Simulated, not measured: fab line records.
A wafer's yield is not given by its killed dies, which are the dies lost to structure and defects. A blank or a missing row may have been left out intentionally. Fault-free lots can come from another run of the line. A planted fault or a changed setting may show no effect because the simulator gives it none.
Which tool did it? / flow gf180mcu / route of 602 steps, sampled at 1 step: 12 lots, 36 wafers

WHAT THE GAUGES READ, wafer by wafer
GF_V5_OVL_MEAS_15.
lot=L841; measured=day 27 06:26; on=overlay-01; V5_OVL (nm)=-9 0 -8
lot=L844; measured=day 28 02:59; on=overlay-02; V5_OVL (nm)=0 2 -3
lot=L845; measured=day 28 11:54; on=overlay-01; V5_OVL (nm)=-8 -4 -7
lot=L849; measured=day 29 17:35; on=overlay-02; V5_OVL (nm)=-6 -11 -4
lot=L850; measured=day 30 05:24; on=overlay-01; V5_OVL (nm)=-7 1 -2
lot=L852; measured=day 30 13:42; on=overlay-01; V5_OVL (nm)=-4 -3 0
lot=L853; measured=day 30 22:53; on=overlay-02; V5_OVL (nm)=0 -10 -6
lot=L854; measured=day 31 01:11; on=overlay-01; V5_OVL (nm)=0 -2 -3
lot=L855; measured=day 31 09:58; on=overlay-02; V5_OVL (nm)=-1 1 -6
lot=L856; measured=day 31 15:35; on=overlay-02; V5_OVL (nm)=-4 -9 -5
lot=L861; measured=day 32 23:31; on=overlay-02; V5_OVL (nm)=4 -2 -1
lot=L864; measured=day 33 16:41; on=overlay-02; V5_OVL (nm)=6 1 2

TOOL THAT RAN EACH LOT (tool first, then ch and the chambers of the sampled wafers, then the start)
There is no process step in the record ahead of these readings.

WHAT THE TOOLS THEMSELVES READ (means of the sampled wafers that have a number; where no wafer has one, the mark that the record gives instead)
The record holds no such reading with a usual standard deviation.

THE ANSWER, worked out from the rows above alone
Rule: the lots themselves supply what counts as usual. The widest of any qualifying gaps counts: lots, ordered by their means at a reading, are off when they make up no more than a third of the lots, leave a main group of 4 or more, and stand apart from it by 3 or more times the standard deviation of that group's means. A main group is skipped when, at the precision printed for the reading in the tables above, its means are all equal. A lot without any number at a reading at which 4 lots or more have one is off too. The other lots that the step has rows for count as sound. After the gauges, taken in route order, come the tools' own readings; for these a lot's mean is taken, as printed above. The first step at which some lot is off is used, and at that step the reading that is off furthest; a lot without a number counts as furthest.
No lot is off at any reading shown: from this, nothing can be told.

WHAT WAS PUT IN BY THE SIMULATOR
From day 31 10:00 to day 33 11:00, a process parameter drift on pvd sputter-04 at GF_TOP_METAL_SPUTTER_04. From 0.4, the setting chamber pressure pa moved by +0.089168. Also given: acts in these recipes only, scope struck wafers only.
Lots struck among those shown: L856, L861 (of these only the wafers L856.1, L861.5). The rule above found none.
